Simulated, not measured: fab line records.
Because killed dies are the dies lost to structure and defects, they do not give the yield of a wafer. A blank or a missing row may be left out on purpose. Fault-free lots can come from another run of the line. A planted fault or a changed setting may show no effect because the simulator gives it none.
Matching of chambers    flow sfq_line    4 sister chambers for SFQ_TRILAYER_I4_CMP_CMP_100 on cmp-02
The step polishes SiO2. 4 wafers are shown with their chamber, then 8 later ones without.

== EACH WAFER AND ITS CHAMBER ==
wafer   chamber  motor_current_A (A)
L661.1  2        11.3
L673.2  3        11.1
L673.5  0        9.8
L676.2  1        10.8

== WAFERS WITH NO CHAMBER GIVEN ==
wafer   motor_current_A (A)
L676.3  11.6
L676.5  11.1
L677.3  11.1
L677.4  10.0
L677.5  11.3
L679.4  11.3
L679.5  10.8
L679.6  11.7

== WHICH CHAMBER EACH WENT THROUGH ==
wafer   from the rows above           in truth
L676.3  can't be placed: 2 or 3       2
L676.5  can't be placed: 3 or 2 or 1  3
L677.3  can't be placed: 3 or 2 or 1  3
L677.4  0                             0
L677.5  can't be placed: 2 or 3       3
L679.4  can't be placed: 2 or 3       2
L679.5  can't be placed: 1 or 3       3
L679.6  can't be placed: 2 or 3       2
Correctly placed: 1 of 8. These rows do not allow placing 7 (true chamber among the candidates in 7). 0 placed wrongly.
How it was worked out, from the rows above alone: a wafer's distance from a chamber is the root of the sum, over the readings, of the square of ((its reading less the chamber's mean) divided by the reading's scatter). The wafer belongs to the nearest chamber; if the next one is less than 2 further off, it can't be placed. A chamber's mean is the mean of its shown wafers. The scatter: with one shown wafer a chamber, the root of the mean of the squares of how far each hidden wafer lies from its nearest shown one.
